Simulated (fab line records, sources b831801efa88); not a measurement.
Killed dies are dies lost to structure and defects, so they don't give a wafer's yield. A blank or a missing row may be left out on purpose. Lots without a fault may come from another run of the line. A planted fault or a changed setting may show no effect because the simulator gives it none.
A struck lot beside a sound one | flow sky130 | 44 steps out of a route of 708
Sound: wafers L419.2, L419.4, L419.6. Struck: wafers L418.1, L418.3, L418.4. The cause comes at the end.
At each step with rows: each side's tool, then ch and its chambers, then its first start. Under that, the readings that differ: sound wafers | struck wafers | difference of the means | sigmas: that difference in standard deviations of wafers without a fault.
alike: readings whose means differ by less than 2 such deviations, and words and numbers that are the same on both sides. not compared: withheld readings, readings that some wafer has no value for, bounds like >300 that may hide the same value, and numbers for which the record gives no deviation and whose values overlap.
The two part at a step that has a row with sigmas, a row that says differs or no value, or rows on one side only. Numbers that don't overlap but have no deviation are shown without sigmas and don't part them. A reading that every wafer of one side lacks parts them only if that side has two wafers or more.

first, 2 steps without rows for these wafers: SKY_DNWELL_DEVELOP_06 (develop time 60 s); SKY_DNWELL_IMPLANT_07.
SKY_DNWELL_STRIP_08: strips in O2/N2.
  sound on plasma_asher-04 ch 1, day 6 18:00; struck on plasma_asher-01 ch 0,1, day 6 16:44
  alike: drypump_motor_current_A, oes_product_au, strip_time_to_endpoint_s
  not compared: rf_hours_counter_h
SKY_DNWELL_TW_MEAS_09:
  sound on film_metro-04, day 6 18:07; struck on film_metro-01, day 6 16:50
  alike: DNWELL_TW
then, 7 steps without rows for these wafers: SKY_PWDE_DEHYDRATE_00 (time 60 s); SKY_PWDE_HMDS_01 (prime time 60 s); SKY_PWDE_COAT_02 (resist thk 3000 nm); SKY_PWDE_SOFTBAKE_03; SKY_PWDE_EXPOSE_04 (exposes mask PWDEM, target cd 840 nm); SKY_PWDE_PEB_05; SKY_PWDE_DEVELOP_06 (develop time 60 s).
SKY_PWDE_OVL_MEAS_07:
  sound on overlay-02, day 7 13:49; struck on overlay-02, day 7 12:33
  alike: PWDE_OVL
SKY_PWDE_IMPLANT_08:
  sound on implanter-04 ch 0, day 7 13:52; struck on implanter-02 ch 0, day 7 12:35
  alike: faraday_current_uA
SKY_PWDE_STRIP_09: strips in O2/N2.
  sound on plasma_asher-02 ch 0,1, day 7 13:59; struck on plasma_asher-04 ch 0,1, day 7 12:44
  alike: drypump_motor_current_A, oes_product_au, strip_time_to_endpoint_s
  not compared: rf_hours_counter_h
SKY_PWDE_TW_MEAS_10:
  sound on film_metro-03, day 7 14:06; struck on film_metro-04, day 7 12:50
  alike: PWDE_TW
then, 7 steps without rows for these wafers: SKY_NWELL_DEHYDRATE_03 (time 60 s); SKY_NWELL_HMDS_04 (prime time 60 s); SKY_NWELL_COAT_05 (resist thk 3000 nm); SKY_NWELL_SOFTBAKE_06; SKY_NWELL_EXPOSE_07 (exposes mask NWM, target cd 840 nm); SKY_NWELL_PEB_08; SKY_NWELL_DEVELOP_09 (develop time 60 s).
SKY_NWELL_OVL_MEAS_10:
  sound on overlay-01, day 8 10:36; struck on overlay-01, day 8 08:45
  reading           | sound        | struck         | difference | sigmas
  NWELL_00_OVL (nm) | -0.3 1.3 2.6 | -2.7 -1.5 -0.1 | -2.6       | -2
then, 3 steps without rows for these wafers: SKY_NWELL_IMPLANT_11; SKY_NWELL_IMPLANT_12; SKY_NWELL_IMPLANT_13.
SKY_NWELL_STRIP_14: strips in O2/N2.
  sound on plasma_asher-02 ch 0,1, day 8 11:05; struck on plasma_asher-02 ch 0,1, day 8 09:14
  alike: drypump_motor_current_A, oes_product_au, strip_time_to_endpoint_s
  not compared: rf_hours_counter_h
SKY_NWELL_TW_MEAS_15:
  sound on film_metro-01, day 8 11:11; struck on film_metro-04, day 8 09:20
  alike: NWELL_TW
then, 7 steps without rows for these wafers: SKY_NWELL_DEHYDRATE_16 (time 60 s); SKY_NWELL_HMDS_17 (prime time 60 s); SKY_NWELL_COAT_18 (resist thk 3000 nm); SKY_NWELL_SOFTBAKE_19; SKY_NWELL_EXPOSE_20 (exposes mask NWM COMPLEMENT, target cd 840 nm); SKY_NWELL_PEB_21; SKY_NWELL_DEVELOP_22 (develop time 60 s).
SKY_NWELL_OVL_MEAS_23:
  sound on overlay-02, day 9 08:04; struck on overlay-01, day 9 06:15
  alike: NWELL_01_OVL
then, 1 step without rows for these wafers: SKY_NWELL_IMPLANT_24.
SKY_NWELL_STRIP_25: strips in O2/N2.
  sound on plasma_asher-02 ch 0,1, day 9 08:14; struck on plasma_asher-04 ch 0,1, day 9 06:26
  alike: drypump_motor_current_A, oes_product_au, strip_time_to_endpoint_s
  not compared: rf_hours_counter_h
SKY_NWELL_TW_MEAS_26:
  sound on film_metro-03, day 9 08:21; struck on film_metro-04, day 9 06:32
  alike: NWELL_2_TW
then, 1 step without rows for these wafers: SKY_NWELL_CLEAN_27 (cleans in SC1/SC2, time 150 s).
SKY_NWELL_RTA_28: time 30 s.
  sound on rtp_anneal-01 ch 0, day 9 08:28; struck on rtp_anneal-01 ch 0, day 9 06:39
  alike: anneal_temp_c_max, lamp_power_pct, wafer_temp_C_max
SKY_NWELL_RS_MEAS_29: measures by four-point-probe.
  sound on film_metro-04, day 9 08:34; struck on film_metro-04, day 9 06:45
  alike: NWELL_RS
SKY_NWELL_RS_MEAS_31: measures by four-point-probe.
  sound on film_metro-04, day 9 08:49; struck on film_metro-04, day 9 06:59
  reading          | sound          | struck         | difference | sigmas
  PWDE_RS (ohm/sq) | 5253 5247 5273 | 5347 5357 5364 | +98        | +6
-- the record jumps here: 40 days lie between the struck wafers' starts before and after (it left off in module NWELL and takes up again in module PAD_OPEN, whose first step shown is number 708 of the route) --
SKY_PAD_OPEN_PROBE_99:
  sound on prober-01, day 49 17:31; struck on prober-02, day 49 18:49
  alike: killed_at_M0_to_M3, killed_at_M4_up, killed_at_contacts, killed_at_front_end, killed_at_other, killed_dies, killed_open, killed_short

WHERE THEY PART
First at SKY_NWELL_OVL_MEAS_10; last, within this record, at SKY_NWELL_RS_MEAS_31. Later steps at which nothing parts them and some readings are alike: SKY_PAD_OPEN_PROBE_99.

WHY: what the simulator had put in
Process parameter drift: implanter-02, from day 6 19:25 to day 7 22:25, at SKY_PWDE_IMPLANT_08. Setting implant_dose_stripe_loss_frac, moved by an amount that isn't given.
